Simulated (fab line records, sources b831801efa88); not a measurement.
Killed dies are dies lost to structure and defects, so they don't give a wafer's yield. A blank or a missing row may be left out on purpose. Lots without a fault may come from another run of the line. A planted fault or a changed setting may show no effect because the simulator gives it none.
Which tool did it? | flow sky130 | 6 lots, 18 wafers sampled, at 1 step of a route of 708

WHAT THE GAUGES READ, wafer by wafer
SKY_GATE_OXIDE_TW_MEAS_14.
lot  | measured     | on            | GATE_OXIDE_TW
L937 | day 15 04:17 | film_metro-02 | 229.1 226.9 228.1
L939 | day 15 18:04 | film_metro-02 | 228.0 228.2 228.6
L944 | day 17 12:30 | film_metro-04 | 223.1 225.9 224.6
L948 | day 19 05:13 | film_metro-01 | 221.3 220.5 221.1
L954 | day 21 11:42 | film_metro-04 | 224.7 224.5 226.2
L956 | day 22 02:35 | film_metro-01 | 221.8 221.0 220.6

WHICH TOOL RAN EACH LOT (tool, then ch and the chambers of the sampled wafers, then the start)
The record holds no process step before these readings.

THE ANSWER, worked out from the rows above alone
Rule: what is usual is taken from the lots themselves. Put in order of their means at a reading, lots are off if they are a third of the lots or fewer, leave a main group of 4 or more, and stand apart from it by a gap of 3 or more times the standard deviation of the main group's means; of several such gaps the widest counts. A main group whose means are all the same, to the digits that the tables above print for the reading, isn't used. A lot without any number at a reading at which 4 lots or more have one is off too. The other lots that the step has rows for count as sound.
No lot is off at any reading shown: from this, nothing can be told.

WHAT THE SIMULATOR HAD PUT IN
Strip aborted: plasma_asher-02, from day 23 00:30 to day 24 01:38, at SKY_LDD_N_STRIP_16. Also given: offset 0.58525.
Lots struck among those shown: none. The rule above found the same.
